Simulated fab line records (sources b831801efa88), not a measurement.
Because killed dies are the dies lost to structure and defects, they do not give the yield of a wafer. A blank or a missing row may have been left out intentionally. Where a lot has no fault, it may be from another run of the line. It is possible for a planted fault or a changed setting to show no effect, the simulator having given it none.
fab line records | flow sky130
record lots=6 | wafers=18 | lastDay=48
route steps=708 shown NWELL@65 PAD_OPEN@708
lots that met no fault: taken from a fault-free run of the same line
startH: start of the lot's first displayed wafer, in hours after the record's first day | waitH: hours elapsed since this lot's preceding step | " identical to the entry in the row above | L1.1+2: one row covering several wafers at once | - no value, or no start given | * or withheld: withheld | < > ~ a bound
route shown NAME@n: NAME is a module with steps in the file, n the number in the route of the first one | usual: mean/standard deviation of fault-free wafers | same: alike in all rows | chamber/n: place in a boat | sites: each site's reading | _std_site: standard deviation of those values | _edge_site: inner sites' mean taken away from outer sites' mean | radiusMm: how far each site lies from the wafer's centre | mask NAME#n: copy n | behind: the most recent tool/chamber to have shaped the wafer | hold: reason for holding the lot/hours on hold/outcome of the hold | device: names the non-switching transistor (n, p or np) | end of line: the route-end tests of the same wafers | a step without rows: its recipe alone | killed: count of dies lost to structure and defects at first sort (not the wafer's yield) | map: the dies of a wafer, with x for killed, . for not killed, _ for no die there
set.NAME: the setting that was run; set.NAME@STEP: the one run at that earlier step | model.NAME: the simulator's own value behind a step, which no gauge read
lots at some steps of the route; a table a step, a row a wafer
services: the hour from which a tool's chamber was out of use, counted from the record's first day as startH (under 0 if before that day), plus the number of hours and why
## steps
# step SKY_NWELL_IMPLANT_12
# recipe species=P | energyKev=120 | doseCm2=1.3e+12 | tiltDeg=withheld
# step SKY_NWELL_IMPLANT_13
# recipe species=P | energyKev=50 | doseCm2=7e+11 | tiltDeg=withheld
# step SKY_NWELL_STRIP_14
# recipe chemistry=O2/N2 | powerW=1400 | pressureMtorr=1500 | platenTempC=withheld | o2FlowSccm=3000 | n2FlowSccm=300 | overashFraction=0.5
# usual drypumpMotorCurrentA=5.6/0.51 | oesProductAu=0.723/0.0045 | stripTimeToEndpointS=36.88/0.11
# same overashFraction=0.5
lot.wafer | tool           | chamber | startH | waitH | drypumpMotorCurrentA | oesProductAu | rfHoursCounterH | stripTimeToEndpointS
L921.2    | plasmaAsher-01 | 0       | 115.27 | 0.1   | 5.2                  | 0.724        | 31              | 36.84
L921.4    | "              | 0       | "      | "     | 5.2                  | 0.726        | -               | 36.87
L921.5    | "              | 1       | "      | "     | 6.4                  | 0.724        | -               | 36.88
L922.1    | plasmaAsher-01 | 0       | 117.75 | 0.1   | 5.3                  | 0.728        | 31              | 36.91
L922.2    | "              | 1       | "      | "     | 6.4                  | 0.724        | 31              | 36.89
L922.4    | "              | 1       | "      | "     | 6.4                  | 0.725        | -               | 36.88
L924.4    | plasmaAsher-02 | 1       | 128.74 | 0.1   | 5.2                  | 0.715        | -               | 36.95
L924.5    | "              | 1       | "      | "     | 5.2                  | 0.728        | -               | 37.06
L924.6    | "              | 0       | "      | "     | 5.2                  | 0.724        | -               | 36.98
L925.1    | plasmaAsher-02 | 0       | 137.30 | 0.1   | 5.2                  | 0.724        | 2               | 36.70
L925.3    | "              | 1       | "      | "     | 5.2                  | 0.725        | -               | 36.74
L925.4    | "              | 0       | "      | "     | 5.2                  | 0.717        | -               | 36.80
L926.1    | plasmaAsher-02 | 0       | 143.72 | 0.1   | 5.2                  | 0.716        | 3               | 36.78
L926.3    | "              | 0       | "      | "     | 5.2                  | 0.715        | -               | 36.79
L926.5    | "              | 0       | "      | "     | 5.2                  | 0.730        | -               | 36.73
L927.2    | plasmaAsher-02 | 0       | 147.37 | 0.1   | 5.2                  | 0.724        | 4               | 37.02
L927.3    | "              | 1       | "      | "     | 5.2                  | 0.725        | -               | 36.97
L927.5    | "              | 1       | "      | "     | 5.2                  | 0.720        | -               | 37.03
# step SKY_NWELL_TW_MEAS_15
# usual NWELL_TW=1802/24
lot.wafer | tool         | chamber | startH | waitH | NWELL_TW
L921.2    | filmMetro-01 | -       | 115.38 | 0.1   | 1777
L921.4    | "            | -       | "      | "     | 1785
L921.5    | "            | -       | "      | "     | 1778
L922.1    | filmMetro-02 | -       | 117.85 | 0.1   | 1806
L922.2    | "            | -       | "      | "     | 1796
L922.4    | "            | -       | "      | "     | 1806
L924.4    | filmMetro-03 | -       | 128.84 | 0.1   | 1828
L924.5    | "            | -       | "      | "     | 1836
L924.6    | "            | -       | "      | "     | 1837
L925.1    | filmMetro-03 | -       | 137.40 | 0.1   | 1827
L925.3    | "            | -       | "      | "     | 1841
L925.4    | "            | -       | "      | "     | 1830
L926.1    | filmMetro-02 | -       | 143.82 | 0.1   | 1803
L926.3    | "            | -       | "      | "     | 1799
L926.5    | "            | -       | "      | "     | 1806
L927.2    | filmMetro-01 | -       | 147.48 | 0.1   | 1775
L927.3    | "            | -       | "      | "     | 1782
L927.5    | "            | -       | "      | "     | 1783
# step SKY_NWELL_DEHYDRATE_16
# recipe tempC=200 | timeS=60
# step SKY_NWELL_HMDS_17
# recipe primeTimeS=60 | primeTempC=120
# step SKY_NWELL_COAT_18
# recipe spinRpm=2000 | resistThkNm=3000
# step SKY_NWELL_SOFTBAKE_19
# recipe tempC=110 | timeS=withheld
# step SKY_NWELL_EXPOSE_20
# recipe maskId=NWM_COMPLEMENT | na=0.6 | sourceShape=conventional | sigmaOuter=0.6 | polarization=unpolarized | targetCdNm=840 | doseMj=260
# step SKY_NWELL_PEB_21
# recipe tempC=115 | timeS=withheld
# step SKY_NWELL_DEVELOP_22
# recipe wallAngleDeg=90 | developer=TMAH | developTimeS=60 | devTempC=23
# step SKY_NWELL_OVL_MEAS_23
# usual NWELL_01_OVL=-0.1/1.1
lot.wafer | tool       | chamber | startH | waitH | NWELL_01_OVL[nm]
L921.2    | overlay-01 | -       | 134.57 | -     | 0.2
L921.4    | "          | -       | "      | "     | 0.1
L921.5    | "          | -       | "      | "     | -1.0
L922.1    | overlay-01 | -       | 137.53 | -     | -1.2
L922.2    | "          | -       | "      | "     | 1.1
L922.4    | "          | -       | "      | "     | -1.1
L924.4    | overlay-01 | -       | 148.59 | -     | 1.6
L924.5    | "          | -       | "      | "     | 0.3
L924.6    | "          | -       | "      | "     | 0.6
L925.1    | overlay-02 | -       | 157.97 | -     | -0.5
L925.3    | "          | -       | "      | "     | -1.7
L925.4    | "          | -       | "      | "     | -0.4
L926.1    | overlay-02 | -       | 164.23 | -     | -0.1
L926.3    | "          | -       | "      | "     | -2.1
L926.5    | "          | -       | "      | "     | -0.1
L927.2    | overlay-02 | -       | 168.69 | -     | 0.0
L927.3    | "          | -       | "      | "     | -0.9
L927.5    | "          | -       | "      | "     | -1.7
# step SKY_NWELL_IMPLANT_24
# recipe species=B | energyKev=140 | doseCm2=9.2e+12 | tiltDeg=withheld
# usual doseIonsCm2=9.202e+12/9.3e+09
lot.wafer | tool         | chamber | startH | waitH | doseIonsCm2
L921.2    | implanter-02 | 0       | 134.62 | 0.0   | 9.198e+12
L921.4    | "            | 0       | "      | "     | 9.195e+12
L921.5    | "            | 0       | "      | "     | 9.195e+12
L922.1    | implanter-03 | 0       | 137.57 | 0.0   | 9.217e+12
L922.2    | "            | 0       | "      | "     | 9.212e+12
L922.4    | "            | 0       | "      | "     | 9.194e+12
L924.4    | implanter-03 | 0       | 148.68 | 0.1   | 9.209e+12
L924.5    | "            | 0       | "      | "     | 9.193e+12
L924.6    | "            | 0       | "      | "     | 9.213e+12
L925.1    | implanter-03 | 0       | 158.01 | 0.0   | 9.2e+12
L925.3    | "            | 0       | "      | "     | 9.185e+12
L925.4    | "            | 0       | "      | "     | 9.205e+12
L925.1    | implanter-03 | 0       | 158.32 | 0.3   | 9.197e+12
L925.3    | "            | 0       | "      | "     | 9.196e+12
L925.4    | "            | 0       | "      | "     | 9.21e+12
L926.1    | implanter-03 | 0       | 164.27 | 0.0   | 9.218e+12
L926.3    | "            | 0       | "      | "     | 9.211e+12
L926.5    | "            | 0       | "      | "     | 9.216e+12
L927.2    | implanter-01 | 0       | 168.74 | 0.0   | 9.207e+12
L927.3    | "            | 0       | "      | "     | 9.203e+12
L927.5    | "            | 0       | "      | "     | 9.22e+12
L927.2    | implanter-01 | 0       | 169.06 | 0.3   | 9.209e+12
L927.3    | "            | 0       | "      | "     | 9.197e+12
L927.5    | "            | 0       | "      | "     | 9.205e+12
# step SKY_NWELL_STRIP_25
# recipe chemistry=O2/N2 | powerW=1400 | pressureMtorr=1500 | platenTempC=withheld | o2FlowSccm=3000 | n2FlowSccm=300 | overashFraction=0.5
# usual drypumpMotorCurrentA=5.6/0.52 | oesProductAu=0.723/0.0043 | stripTimeToEndpointS=36.91/0.1
# same overashFraction=0.5
lot.wafer | tool           | chamber | startH | waitH | drypumpMotorCurrentA | oesProductAu | rfHoursCounterH | stripTimeToEndpointS
L921.2    | plasmaAsher-04 | 1       | 134.75 | 0.1   | 6.0                  | 0.718        | 49              | 36.80
L921.4    | "              | 1       | "      | "     | 6.0                  | 0.726        | -               | 36.89
L921.5    | "              | 1       | "      | "     | 6.0                  | 0.725        | -               | 36.91
L922.1    | plasmaAsher-02 | 1       | 137.72 | 0.1   | 5.2                  | 0.724        | 2               | 36.77
L922.2    | "              | 0       | "      | "     | 5.2                  | 0.716        | 2               | 36.75
L922.4    | "              | 1       | "      | "     | 5.2                  | 0.724        | -               | 36.79
L924.4    | plasmaAsher-02 | 1       | 148.79 | 0.1   | 5.2                  | 0.725        | -               | 36.87
L924.5    | "              | 0       | "      | "     | 5.2                  | 0.726        | -               | 36.89
L924.6    | "              | 1       | "      | "     | 5.2                  | 0.721        | -               | 36.88
L925.1    | plasmaAsher-04 | 1       | 158.47 | 0.1   | 6.0                  | 0.714        | 51              | 36.78
L925.3    | "              | 0       | "      | "     | 6.4                  | 0.723        | -               | 36.83
L925.4    | "              | 1       | "      | "     | 6.0                  | 0.721        | -               | 36.79
L926.1    | plasmaAsher-01 | 1       | 164.42 | 0.1   | 6.4                  | 0.715        | 35              | 37.08
L926.3    | "              | 0       | "      | "     | 5.2                  | 0.715        | -               | 37.11
L926.5    | "              | 0       | "      | "     | 5.2                  | 0.727        | -               | 37.05
L927.2    | plasmaAsher-04 | 0       | 169.18 | 0.1   | 6.3                  | 0.730        | 52              | 37.02
L927.3    | "              | 1       | "      | "     | 6.0                  | 0.720        | -               | 36.86
L927.5    | "              | 1       | "      | "     | 6.0                  | 0.728        | -               | 36.90
# step SKY_NWELL_TW_MEAS_26
# usual NWELL_2_TW=493/5.7
lot.wafer | tool         | chamber | startH | waitH | NWELL_2_TW
L921.2    | filmMetro-01 | -       | 134.86 | 0.1   | 486
L921.4    | "            | -       | "      | "     | 487
L921.5    | "            | -       | "      | "     | 488
L922.1    | filmMetro-01 | -       | 137.82 | 0.1   | 488
L922.2    | "            | -       | "      | "     | 488
L922.4    | "            | -       | "      | "     | 491
L924.4    | filmMetro-02 | -       | 148.89 | 0.1   | 495
L924.5    | "            | -       | "      | "     | 495
L924.6    | "            | -       | "      | "     | 495
L925.1    | filmMetro-01 | -       | 158.57 | 0.1   | 604
L925.3    | "            | -       | "      | "     | 600
L925.4    | "            | -       | "      | "     | 598
L926.1    | filmMetro-03 | -       | 164.52 | 0.1   | 496
L926.3    | "            | -       | "      | "     | 499
L926.5    | "            | -       | "      | "     | 497
L927.2    | filmMetro-03 | -       | 169.32 | 0.1   | 622
L927.3    | "            | -       | "      | "     | 623
L927.5    | "            | -       | "      | "     | 618
# step SKY_NWELL_CLEAN_27
# recipe chemistry=SC1/SC2 | mix=1:4:20 | tempC=70 | timeS=150 | dry=n2Spin
# step SKY_PAD_OPEN_PROBE_99
# usual killed_at_M0_to_M3=43/6.8 | killed_at_M4_up=3.2/2 | killedAtContacts=24/5.3 | killedAtFrontEnd=16/4.4 | killedAtOther=0.3/0.54 | killedDies=86/9.4 | killedOpen=48/6.6 | killedShort=38/6.5
# same grossDies=492 | killedAtBackSide=0
lot.wafer | tool      | chamber | startH  | waitH | killed_at_M0_to_M3 | killed_at_M4_up | killedAtContacts | killedAtFrontEnd | killedAtOther | killedDies | killedOpen | killedShort
L921.2    | prober-01 | -       | 1131.64 | 0.1   | 49                 | 3               | 33               | 12               | 2             | 99         | 57         | 39
L921.4    | prober-01 | -       | 1131.74 | 0.2   | 54                 | 0               | 24               | 24               | 0             | 102        | 53         | 49
L921.5    | prober-01 | -       | 1131.79 | 0.2   | 35                 | 1               | 30               | 32               | 0             | 98         | 52         | 44
L922.1    | prober-02 | -       | 1133.09 | 0.1   | 40                 | 0               | 23               | 14               | 0             | 77         | 43         | 34
L922.2    | prober-02 | -       | 1133.14 | 0.1   | 46                 | 2               | 12               | 10               | 1             | 71         | 41         | 30
L922.4    | prober-02 | -       | 1133.24 | 0.2   | 38                 | 5               | 23               | 13               | 0             | 79         | 45         | 34
# killed by level:class
L921.2 VIA1:geometricParticle:open=15 LI_CONTACT:geometricParticle:open=13 CONTACT:geometricParticle:open=11 VIA1:geometricParticle:short=10 METAL1:geometricParticle:short=6 VIA2:geometricParticle:open=6 POLY_GATE:geometricParticle:short=5 CONTACT:geometricParticle:short=4
L921.4 VIA1:geometricParticle:open=16 CONTACT:geometricParticle:open=10 POLY_GATE:geometricParticle:short=6 VIA1:geometricParticle:short=6 VIA3:geometricParticle:short=6 FIELD_ISO:geometricParticle:short=5 POLY_GATE:geometricParticle:open=5 CONTACT:geometricParticle:short=5
L921.5 LI_CONTACT:geometricParticle:open=9 VIA1:geometricParticle:open=8 CONTACT:geometricParticle:open=8 METAL2:geometricParticle:short=7 FIELD_ISO:geometricParticle:short=6 VIA2:geometricParticle:open=6 POLY_GATE:geometricParticle:short=6 FIELD_ISO:geometricParticle:open=5
L922.1 CONTACT:geometricParticle:open=11 VIA2:geometricParticle:open=8 LI_CONTACT:geometricParticle:open=6 METAL2:geometricParticle:short=6 VIA1:geometricParticle:open=5 METAL1:geometricParticle:short=5 FIELD_ISO:geometricParticle:open=4 VIA2:geometricParticle:short=4
L922.2 VIA2:geometricParticle:open=12 VIA3:geometricParticle:open=6 METAL2:geometricParticle:short=6 VIA2:geometricParticle:short=6 CONTACT:geometricParticle:open=5 LI_CONTACT:geometricParticle:open=4 FIELD_ISO:geometricParticle:open=3 POLY_GATE:geometricParticle:open=3
L922.4 CONTACT:geometricParticle:open=9 VIA2:geometricParticle:open=8 LI_CONTACT:geometricParticle:open=5 METAL1:geometricParticle:short=5 VIA2:geometricParticle:short=5 VIA3:geometricParticle:open=5 POLY_GATE:geometricParticle:open=4 LOCAL_INTERCONNECT:geometricParticle:short=4
## services
tool           | chamber | startH | hours | kind
plasmaAsher-02 | -       | 108.75 | 9.0   | pm
plasmaAsher-02 | 0       | 108.75 | 9.0   | ventCycle
plasmaAsher-02 | 1       | 108.75 | 9.0   | ventCycle
plasmaAsher-02 | 0       | 117.75 | -     | clean
plasmaAsher-02 | 1       | 117.75 | -     | clean
plasmaAsher-01 | -       | 118.82 | 14.6  | pm
implanter-02   | -       | 118.86 | 3.6   | pm
plasmaAsher-04 | -       | 136.42 | 14.6  | pm
implanter-02   | -       | 163.80 | 0.9   | repair
## key
firstSign step=SKY_NWELL_IMPLANT_24 | reading=visit | direction=added
effect step=SKY_NWELL_TW_MEAS_26 | reading=NWELL_2_TW | direction=up | sigmas=21 | usual=493 | struck=611
metAt SKY_NWELL_IMPLANT_24
struckWafers L925.1,L925.3,L925.4,L927.2,L927.3,L927.5
rowsEnd L927.2,L927.3,L927.5
testerLeftOut L925
fault kind=repeatedStepWhole | tool=implanter-01,implanter-02,implanter-03 | chamber=- | onsetH=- | steps=SKY_NWELL_IMPLANT_24 | times=1 | scope=struckLotsOnly
# testerLeftOut: of these lots the tester's yield and bins aren't shown, on N5 and GAA mostly nor the transistor test; their killed dies are dies lost to structure and defects alone, not to doping, threshold or leakage, so they don't give the yield
# rowsEnd: these wafers met a further fault down the route, and their rows from its step on are left out
